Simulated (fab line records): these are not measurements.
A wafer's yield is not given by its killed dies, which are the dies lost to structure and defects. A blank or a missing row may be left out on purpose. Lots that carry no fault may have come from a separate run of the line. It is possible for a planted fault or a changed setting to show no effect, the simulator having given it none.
Matching of chambers	flow sfq_line	SFQ_TRILAYER_I1_VIA_BARC_OPEN_VIA_ETCH_071 on rie_diel-02: 4 sister chambers
The step etches BARC in O2, target depth 125 nm, time 41.7 s. 8 wafers are shown with their chamber, then 8 later ones without.

== WAFERS PAIRED WITH THEIR CHAMBERS ==
wafer	chamber	chamber_pressure_mTorr (mTorr)	oes_product_au (a.u.)
L852.2	0	29.95	0.696
L852.4	2	30.01	0.693
L854.1	3	29.99	0.687
L854.5	1	29.99	0.688
L857.1	2	30.01	0.680
L857.2	1	30.02	0.686
L857.6	3	30.02	0.690
L858.1	0	30.04	0.682

== WAFERS MISSING THEIR CHAMBER ==
wafer	chamber_pressure_mTorr (mTorr)	oes_product_au (a.u.)
L858.3	30.03	0.691
L858.6	29.98	0.684
L860.2	30.02	0.682
L860.4	30.01	0.690
L860.6	29.98	0.677
L861.4	30.00	0.689
L861.5	30.00	0.688
L861.6	29.96	0.683

== CHAMBER TAKEN BY EACH ==
wafer	from the rows above	in truth
L858.3	can't be placed: 3 or 2 or 1 or 0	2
L858.6	can't be placed: 1 or 0 or 2 or 3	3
L860.2	can't be placed: 2 or 1 or 3 or 0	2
L860.4	can't be placed: 3 or 0 or 1 or 2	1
L860.6	can't be placed: 1 or 2 or 0 or 3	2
L861.4	can't be placed: 0 or 3 or 1 or 2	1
L861.5	can't be placed: 3 or 1 or 0 or 2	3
L861.6	can't be placed: 0 or 1 or 3 or 2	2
Correctly placed: 0 of 8. Cannot be placed on the basis of these rows: 8; the candidates contain the true chamber in 8. Wrongly placed: 0.
How it was worked out, from the rows above alone: a wafer's distance from a chamber is the root of the sum, over the readings, of the square of ((its reading less the chamber's mean) divided by the reading's scatter). If the next closest chamber is less than 2 further off than the closest, the wafer can't be placed; otherwise it belongs to the closest. The mean given for a chamber averages the wafers shown for that chamber. How the scatter is found: for the shown wafers, subtract from each reading the mean of its chamber, square and add these, divide the total by (wafers less chambers), then take the root.
